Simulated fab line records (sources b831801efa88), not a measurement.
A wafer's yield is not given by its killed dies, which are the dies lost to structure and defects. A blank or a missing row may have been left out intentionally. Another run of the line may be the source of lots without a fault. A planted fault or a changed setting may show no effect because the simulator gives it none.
Which of the tools did it? / flow sky130 / Sampling: 12 lots, 34 wafers, 5 of 708 route steps

WHAT EACH GAUGE READ, for each wafer
SKY_VT_ADJUST_PCH_OVL_MEAS_07.
lot=L406; measured=day 10 09:03; on=overlay-02; VT_ADJUST_PCH_OVL (nm)=-0.2 -1.1 0.6
lot=L407; measured=day 10 13:03; on=overlay-01; VT_ADJUST_PCH_OVL (nm)=-0.8 1.2 -1.2
lot=L410; measured=day 11 12:51; on=overlay-02; VT_ADJUST_PCH_OVL (nm)=-1.5 -1.1 -2.0
lot=L415; measured=day 12 23:35; on=overlay-02; VT_ADJUST_PCH_OVL (nm)=-3.3 -2.1 -2.9
lot=L416; measured=day 13 09:32; on=overlay-02; VT_ADJUST_PCH_OVL (nm)=-1.1 -1.8 -0.5
lot=L417; measured=day 13 18:55; on=overlay-01; VT_ADJUST_PCH_OVL (nm)=1.3 0.2
lot=L419; measured=day 14 04:23; on=overlay-02; VT_ADJUST_PCH_OVL (nm)=1.3 3.0
lot=L424; measured=day 16 06:39; on=overlay-01; VT_ADJUST_PCH_OVL (nm)=3.3 0.5 0.4
lot=L425; measured=day 16 18:54; on=overlay-02; VT_ADJUST_PCH_OVL (nm)=-0.3 -0.5 -1.5
lot=L427; measured=day 17 00:37; on=overlay-01; VT_ADJUST_PCH_OVL (nm)=2.0 2.3 1.7
lot=L428; measured=day 17 11:00; on=overlay-02; VT_ADJUST_PCH_OVL (nm)=-2.6 -1.2 -1.3
lot=L429; measured=day 17 14:15; on=overlay-01; VT_ADJUST_PCH_OVL (nm)=-0.2 -2.5 -2.1

SKY_CONTACT_THK_MEAS_01.
lot=L406; measured=day 29 20:12; on=film-metro-02; CONTACT_CVD_00_THK (nm)=73.9 74.6 75.9
lot=L407; measured=day 30 11:30; on=film-metro-02; CONTACT_CVD_00_THK (nm)=75.6 73.9 74.8
lot=L410; measured=day 32 16:16; on=film-metro-02; CONTACT_CVD_00_THK (nm)=74.9 74.6 75.7
lot=L415; measured=day 33 08:50; on=film-metro-01; CONTACT_CVD_00_THK (nm)=74.0 74.5 76.1
lot=L416; measured=day 33 12:47; on=film-metro-02; CONTACT_CVD_00_THK (nm)=106.3 105.5 75.6
lot=L417; measured=day 33 22:31; on=film-metro-02; CONTACT_CVD_00_THK (nm)=105.6 75.3
lot=L419; measured=day 34 08:16; on=film-metro-01; CONTACT_CVD_00_THK (nm)=104.3 75.1
lot=L424; measured=day 36 09:44; on=film-metro-01; CONTACT_CVD_00_THK (nm)=73.7 74.9 76.0
lot=L425; measured=day 36 20:59; on=film-metro-02; CONTACT_CVD_00_THK (nm)=73.2 74.6 74.8
lot=L427; measured=day 36 22:12; on=film-metro-02; CONTACT_CVD_00_THK (nm)=75.1 76.2 76.4
lot=L428; measured=day 37 10:49; on=film-metro-01; CONTACT_CVD_00_THK (nm)=75.0 74.3 75.8
lot=L429; measured=day 37 15:30; on=film-metro-04; CONTACT_CVD_00_THK (nm)=75.3 75.2 75.6

TOOL THAT RAN EACH LOT (tool first, then ch and the chambers of the sampled wafers, then the start)
lot=L406; SKY_DNWELL_STRIP_08=plasma-asher-03 ch 0, day 3 05:11; SKY_SONOS_ONO_ETCH_15=rie-diel-03 ch 0,1,3, day 12 14:07; SKY_CONTACT_CVD_00=pecvd-03 ch 0,2, day 29 20:10
lot=L407; SKY_DNWELL_STRIP_08=plasma-asher-01 ch 0,1, day 3 09:29; SKY_SONOS_ONO_ETCH_15=rie-diel-04 ch 0,2,3, day 12 19:39; SKY_CONTACT_CVD_00=pecvd-01 ch 0,1,2, day 30 11:28
lot=L410; SKY_DNWELL_STRIP_08=plasma-asher-01 ch 0,1, day 4 02:20; SKY_SONOS_ONO_ETCH_15=rie-diel-04 ch 0,1, day 14 20:36; SKY_CONTACT_CVD_00=pecvd-01 ch 0,2, day 32 16:13
lot=L415; SKY_DNWELL_STRIP_08=plasma-asher-04 ch 0, day 5 02:53; SKY_SONOS_ONO_ETCH_15=rie-diel-03 ch 0,3, day 15 08:39; SKY_CONTACT_CVD_00=pecvd-03 ch 0,1,2, day 33 08:47
lot=L416; SKY_DNWELL_STRIP_08=plasma-asher-01 ch 0,1, day 5 12:38; SKY_SONOS_ONO_ETCH_15=rie-diel-04 ch 1,2,3, day 15 16:04; SKY_CONTACT_CVD_00=pecvd-03 ch 1,2, day 33 12:45
lot=L417; SKY_DNWELL_STRIP_08=plasma-asher-04 ch 0,1, day 5 19:09; SKY_SONOS_ONO_ETCH_15=rie-diel-04 ch 1,2, day 16 06:44; SKY_CONTACT_CVD_00=pecvd-03 ch 0,2, day 33 22:28
lot=L419; SKY_DNWELL_STRIP_08=plasma-asher-03 ch 1, day 6 03:02; SKY_SONOS_ONO_ETCH_15=rie-diel-03 ch 0,3, day 16 17:25; SKY_CONTACT_CVD_00=pecvd-03 ch 1,2, day 34 08:13
lot=L424; SKY_DNWELL_STRIP_08=plasma-asher-01 ch 0,1, day 7 12:15; SKY_SONOS_ONO_ETCH_15=rie-diel-04 ch 1,2, day 19 01:36; SKY_CONTACT_CVD_00=pecvd-04 ch 0,1,2, day 36 09:41
lot=L425; SKY_DNWELL_STRIP_08=plasma-asher-04 ch 0,1, day 7 19:33; SKY_SONOS_ONO_ETCH_15=rie-diel-03 ch 0,2, day 19 15:06; SKY_CONTACT_CVD_00=pecvd-03 ch 0,1, day 36 20:57
lot=L427; SKY_DNWELL_STRIP_08=plasma-asher-01 ch 0,1, day 8 01:29; SKY_SONOS_ONO_ETCH_15=rie-diel-04 ch 0,3, day 19 17:46; SKY_CONTACT_CVD_00=pecvd-04 ch 0,1,2, day 36 22:10
lot=L428; SKY_DNWELL_STRIP_08=plasma-asher-01 ch 0,1, day 8 08:27; SKY_SONOS_ONO_ETCH_15=rie-diel-04 ch 0,1,3, day 20 09:30; SKY_CONTACT_CVD_00=pecvd-03 ch 1,2, day 37 10:47
lot=L429; SKY_DNWELL_STRIP_08=plasma-asher-03 ch 0,1, day 8 10:21; SKY_SONOS_ONO_ETCH_15=rie-diel-03 ch 0,1,2, day 20 10:14; SKY_CONTACT_CVD_00=pecvd-03 ch 0,1,2, day 37 15:28
- SKY_DNWELL_STRIP_08: strips in O2/N2.
- SKY_SONOS_ONO_ETCH_15: etches the open film in CHF3/O2, target depth 19.52 nm, time 7.8 s.
- SKY_CONTACT_CVD_00: deposits Si3N4, target thk 75 nm.

WHAT THE TOOLS THEMSELVES READ (means of the sampled wafers that have a number; where no wafer has one, the mark that the record gives instead)
SKY_DNWELL_STRIP_08.
lot=L406; tool=plasma-asher-03; drypump-motor-current-A (A)=5.6; oes-product-au (a.u.)=0.720; strip-time-to-endpoint-s (s)=36.98
lot=L407; tool=plasma-asher-01; drypump-motor-current-A (A)=5.4; oes-product-au (a.u.)=0.725; strip-time-to-endpoint-s (s)=37.01
lot=L410; tool=plasma-asher-01; drypump-motor-current-A (A)=5.5; oes-product-au (a.u.)=0.727; strip-time-to-endpoint-s (s)=36.90
lot=L415; tool=plasma-asher-04; drypump-motor-current-A (A)=6.4; oes-product-au (a.u.)=0.726; strip-time-to-endpoint-s (s)=36.84
lot=L416; tool=plasma-asher-01; drypump-motor-current-A (A)=5.4; oes-product-au (a.u.)=0.726; strip-time-to-endpoint-s (s)=36.78
lot=L417; tool=plasma-asher-04; drypump-motor-current-A (A)=6.0; oes-product-au (a.u.)=0.724; strip-time-to-endpoint-s (s)=36.80
lot=L419; tool=plasma-asher-03; drypump-motor-current-A (A)=5.8; oes-product-au (a.u.)=0.718; strip-time-to-endpoint-s (s)=36.90
lot=L424; tool=plasma-asher-01; drypump-motor-current-A (A)=5.9; oes-product-au (a.u.)=0.722; strip-time-to-endpoint-s (s)=37.08
lot=L425; tool=plasma-asher-04; drypump-motor-current-A (A)=5.8; oes-product-au (a.u.)=0.722; strip-time-to-endpoint-s (s)=36.87
lot=L427; tool=plasma-asher-01; drypump-motor-current-A (A)=5.4; oes-product-au (a.u.)=0.716; strip-time-to-endpoint-s (s)=36.94
lot=L428; tool=plasma-asher-01; drypump-motor-current-A (A)=5.4; oes-product-au (a.u.)=0.725; strip-time-to-endpoint-s (s)=36.91
lot=L429; tool=plasma-asher-03; drypump-motor-current-A (A)=5.7; oes-product-au (a.u.)=0.725; strip-time-to-endpoint-s (s)=36.85

SKY_SONOS_ONO_ETCH_15.
lot=L406; tool=rie-diel-03; drypump-motor-current-A (A)=5.9; oes-product-au (a.u.)=1.000; throttle-valve-pct (%)=8.817
lot=L407; tool=rie-diel-04; drypump-motor-current-A (A)=5.9; oes-product-au (a.u.)=1.001; throttle-valve-pct (%)=8.819
lot=L410; tool=rie-diel-04; drypump-motor-current-A (A)=5.8; oes-product-au (a.u.)=0.987; throttle-valve-pct (%)=8.817
lot=L415; tool=rie-diel-03; drypump-motor-current-A (A)=6.0; oes-product-au (a.u.)=0.995; throttle-valve-pct (%)=8.815
lot=L416; tool=rie-diel-04; drypump-motor-current-A (A)=5.9; oes-product-au (a.u.)=0.991; throttle-valve-pct (%)=8.821
lot=L417; tool=rie-diel-04; drypump-motor-current-A (A)=5.8; oes-product-au (a.u.)=0.999; throttle-valve-pct (%)=8.823
lot=L419; tool=rie-diel-03; drypump-motor-current-A (A)=6.2; oes-product-au (a.u.)=0.992; throttle-valve-pct (%)=8.820
lot=L424; tool=rie-diel-04; drypump-motor-current-A (A)=5.8; oes-product-au (a.u.)=0.998; throttle-valve-pct (%)=8.821
lot=L425; tool=rie-diel-03; drypump-motor-current-A (A)=6.4; oes-product-au (a.u.)=0.992; throttle-valve-pct (%)=8.819
lot=L427; tool=rie-diel-04; drypump-motor-current-A (A)=5.9; oes-product-au (a.u.)=0.998; throttle-valve-pct (%)=8.825
lot=L428; tool=rie-diel-04; drypump-motor-current-A (A)=5.8; oes-product-au (a.u.)=0.996; throttle-valve-pct (%)=8.832
lot=L429; tool=rie-diel-03; drypump-motor-current-A (A)=6.0; oes-product-au (a.u.)=0.994; throttle-valve-pct (%)=8.827

SKY_CONTACT_CVD_00.
lot=L406; tool=pecvd-03; heater-power-w (W)=792
lot=L407; tool=pecvd-01; heater-power-w (W)=727
lot=L410; tool=pecvd-01; heater-power-w (W)=754
lot=L415; tool=pecvd-03; heater-power-w (W)=759
lot=L416; tool=pecvd-03; heater-power-w (W)=765
lot=L417; tool=pecvd-03; heater-power-w (W)=744
lot=L419; tool=pecvd-03; heater-power-w (W)=714
lot=L424; tool=pecvd-04; heater-power-w (W)=602
lot=L425; tool=pecvd-03; heater-power-w (W)=730
lot=L427; tool=pecvd-04; heater-power-w (W)=614
lot=L428; tool=pecvd-03; heater-power-w (W)=743
lot=L429; tool=pecvd-03; heater-power-w (W)=755

THE ANSWER, worked out from the rows above alone
Rule: what is usual is taken from the lots themselves. The widest of any qualifying gaps counts: lots, ordered by their means at a reading, are off when they make up no more than a third of the lots, leave a main group of 4 or more, and stand apart from it by 3 or more times the standard deviation of that group's means. The tables above print the reading to a certain number of digits; a main group whose means all agree to those digits is not used. Also off: a lot with no number at a reading for which 4 or more lots have one. All remaining lots with rows at the step are treated as sound. First the gauges in route order, then the tools' own readings, where a lot's mean is used as printed above. The first step at which some lot is off is used, and at that step the reading that is off furthest; a lot without a number counts as furthest.
Off: at SKY_CONTACT_THK_MEAS_01 (CONTACT_CVD_00_THK), L416, L417, L419. The main group: mean 75.0 nm, standard deviation 0.44.
If a tool, at a process step before that reading, ran all the lots that are off and no sound lot after the first of them, it fits. The gauges at SKY_CONTACT_THK_MEAS_01 are tried like those tools. Not one of the candidates tried fits.

WHAT THE SIMULATOR HAD PUT IN
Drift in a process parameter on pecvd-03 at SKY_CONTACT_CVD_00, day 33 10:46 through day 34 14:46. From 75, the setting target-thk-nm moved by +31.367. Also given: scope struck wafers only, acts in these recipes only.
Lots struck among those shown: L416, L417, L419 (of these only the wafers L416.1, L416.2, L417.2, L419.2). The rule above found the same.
